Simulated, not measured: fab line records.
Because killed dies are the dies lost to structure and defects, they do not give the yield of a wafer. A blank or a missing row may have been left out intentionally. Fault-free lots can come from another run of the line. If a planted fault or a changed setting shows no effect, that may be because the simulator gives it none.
Code-filled problem report in 8D (eight disciplines) form    flow gf180mcu    the parts of the form that need people (team, actions taken, sign-off) are left out

1. PROBLEM STATEMENT
Across 6 wafers from 2 lots, HV_LDD_4_TW at GF_HV_LDD_TW_MEAS_50 averages 705, while fault-free wafers read 569 with a standard deviation of 4.7. Measured from the usual mean, that is +29 standard deviations.
First seen on wafer L153.2, day 19 00:36, on filmMetro-02. Wafers with a number at this step in the record: 39, from 13 lots. Rule for "out", or "out of limits": more than 4 standard deviations from the usual mean. The rest of the wafers with a number are treated as sound.

2. WHAT THIS IS AND IS NOT
question                     is                      is not
which readings at this step  HV_LDD_4_TW             -
which lots                   L153, L154              L133, L134, L135, L137, L138, L139, L142, L144, L145, L147, L155
which wafers of those lots   all that have a number  -
read on which gauges         filmMetro-02            filmMetro-01, filmMetro-04
when                         from day 19 00:36       up to then (30 sound wafers); but 3 sound wafers of L155 came after

3. WHAT RULES OUT EACH SUSPECT
Counting: any tool at a process step up to the reading is kept as a suspect provided that every lot that is out went through it and no sound lot did after the first of them.
- ruled out: the gauge at GF_HV_LDD_TW_MEAS_50. All the wafers that are out were read on filmMetro-02, but those of them that GF_HV_LDD_IMPLANT_48 has rows for are out there too, on other tools.
- implanter-02 at GF_HV_LDD_IMPLANT_48: kept. All lots that are out passed through it, beginning with L153 at day 19 00:22, and no sound lot followed; its final sound lot before that point was L147 at day 17 02:05. Its own doseIonsCm2, faradayCurrentUA readings are out on those wafers.
Remaining after the count: implanter-02 at GF_HV_LDD_IMPLANT_48.

4. THE CAUSE (what the simulator had put in)
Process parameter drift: implanter-02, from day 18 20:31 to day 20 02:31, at GF_HV_LDD_IMPLANT_48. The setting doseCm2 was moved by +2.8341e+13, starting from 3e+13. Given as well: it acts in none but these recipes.
The count eliminated every tool but this one.

5. THE CHAIN OF EFFECTS, in route order
One row per reading whose mean, taken over the struck wafers that have a number, lies over 3 standard deviations from the usual. Only readings whose record carries a usual standard deviation are examined. hours: median over the lots of the time between each lot's start at the first step of this table that gives one and its start at this step. sigmas: the change, counted in usual standard deviations.
hours  step                  reading           usual  on struck wafers  change  sigmas
0      GF_HV_LDD_IMPLANT_48  doseIonsCm2       3e+13  6e+13             +3e+13  +99 or more
0      GF_HV_LDD_IMPLANT_48  faradayCurrentUA  169    329               +160    +43
0      GF_HV_LDD_TW_MEAS_50  HV_LDD_4_TW       569    705               +136    +29
Process steps it contains:
- GF_HV_LDD_IMPLANT_48
Later measuring or inspecting steps at which every struck wafer that the step has a row for has a number for every such reading, and none has moved that far: GF_PSD_TW_MEAS_11.

6. HOW IT WOULD HAVE BEEN CAUGHT EARLIER
4 hours passed between the start of the fault at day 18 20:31 and the first reading out of limits at a measuring or inspecting step in this record, taken at day 19 00:36.
Tool's own readings at GF_HV_LDD_IMPLANT_48, doseIonsCm2, faradayCurrentUA: out on all struck wafers the step has rows for; an alarm limit on them would have tripped on the first.
Of the lots that are out (2), L154 began GF_HV_LDD_IMPLANT_48 on implanter-02 after day 19 00:36. Had the tool been put on hold then, it would have been spared.
